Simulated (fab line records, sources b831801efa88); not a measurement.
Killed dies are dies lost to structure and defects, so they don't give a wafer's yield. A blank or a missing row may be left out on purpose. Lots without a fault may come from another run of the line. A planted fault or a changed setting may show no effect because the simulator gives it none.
Problem report in the 8D (eight disciplines) form, filled by code | flow gf180mcu | the parts of the form that need people (team, actions taken, sign-off) are left out

1. THE PROBLEM
NSD_RS at GF_PSD_RS_MEAS_14 reads a mean of 49.52 ohm/sq on 6 wafers of 2 lots; wafers without a fault read 46.15 ohm/sq with a standard deviation of 0.08. That is +42 standard deviations from the usual mean.
The step: measures by four-point-probe.
First seen on wafer L126.1, day 20 09:14, on film_metro-02. The record holds 36 wafers of 12 lots with a number at this step. Rule for "out", or "out of limits": more than 4 standard deviations from the usual mean. The other wafers with a number count as sound.

2. WHAT IT IS AND WHAT IT IS NOT
question                    | is                           | is not
which readings at this step | NSD_RS                       | -
which lots                  | L126, L127                   | L111, L114, L115, L116, L117, L125, L128, L129, L131, L132
which wafers of those lots  | all that have a number       | -
read on which gauges        | film_metro-02, film_metro-03 | film_metro-04
when                        | from day 20 09:14            | up to then (18 sound wafers); but 12 sound wafers of L128, L129, L131, L132 came after

3. SUSPECTS, AND WHAT RULES EACH OUT
Counting: a tool at a process step up to the reading stays a suspect if it ran every lot that is out and no sound lot after the first of them.
- the gauge at GF_PSD_RS_MEAS_14: ruled out. The wafers that are out were read on 2 gauges (film_metro-02, film_metro-03).
- implanter-02 at GF_NSD_IMPLANT_10: kept. It ran every lot that is out, first L126 (day 19 08:05), and no sound lot after that; its last sound lot up to then is L116 (day 16 00:47). Its own readings are out on those wafers: dose_ions_cm2, faraday_current_uA.
Left after counting: implanter-02 at GF_NSD_IMPLANT_10.

4. THE CAUSE (what the simulator had put in)
Process parameter drift: implanter-02, from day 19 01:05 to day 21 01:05, at GF_NSD_IMPLANT_10. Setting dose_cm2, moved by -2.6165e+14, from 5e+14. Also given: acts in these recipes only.
Counting left only this tool.

5. THE CHAIN OF EFFECTS, in route order
Each row: a reading whose mean over the struck wafers that have a number lies more than 3 standard deviations from the usual. Only readings for which the record gives a usual standard deviation are gone through. hours: the time from each lot's start at the first step in this table that gives one to its start at this step, as a median over the lots. sigmas: the change in usual standard deviations.
hours | step              | reading                  | usual        | on struck wafers | change | sigmas
0     | GF_NSD_IMPLANT_10 | dose_ions_cm2            | 5e+14        | 2e+14            | -3e+14 | -99 or more
0     | GF_NSD_IMPLANT_10 | faraday_current_uA       | 2787         | 1327             | -1460  | -27
0     | GF_NSD_STRIP_11   | strip_time_to_endpoint_s | 22.96 s      | 22.68            | -0.29  | -7.7
25    | GF_PSD_RS_MEAS_14 | NSD_RS                   | 46.15 ohm/sq | 49.52            | +3.37  | +42
The process steps in it:
- GF_NSD_IMPLANT_10
- GF_NSD_STRIP_11: strips in O2/N2.

6. WHAT WOULD HAVE CAUGHT IT SOONER
In this record the first reading out of limits at a measuring or inspecting step was taken at day 20 09:14, 32 hours after the fault began at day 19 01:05.
The tool's own readings at GF_NSD_IMPLANT_10 were out on every struck wafer that the step has a row for (dose_ions_cm2, faraday_current_uA): an alarm limit on them would have fired on the first of those.
All the lots that are out (2) had begun GF_NSD_IMPLANT_10 on implanter-02 by day 20 09:14. A hold on the tool at that time would have spared none of them.
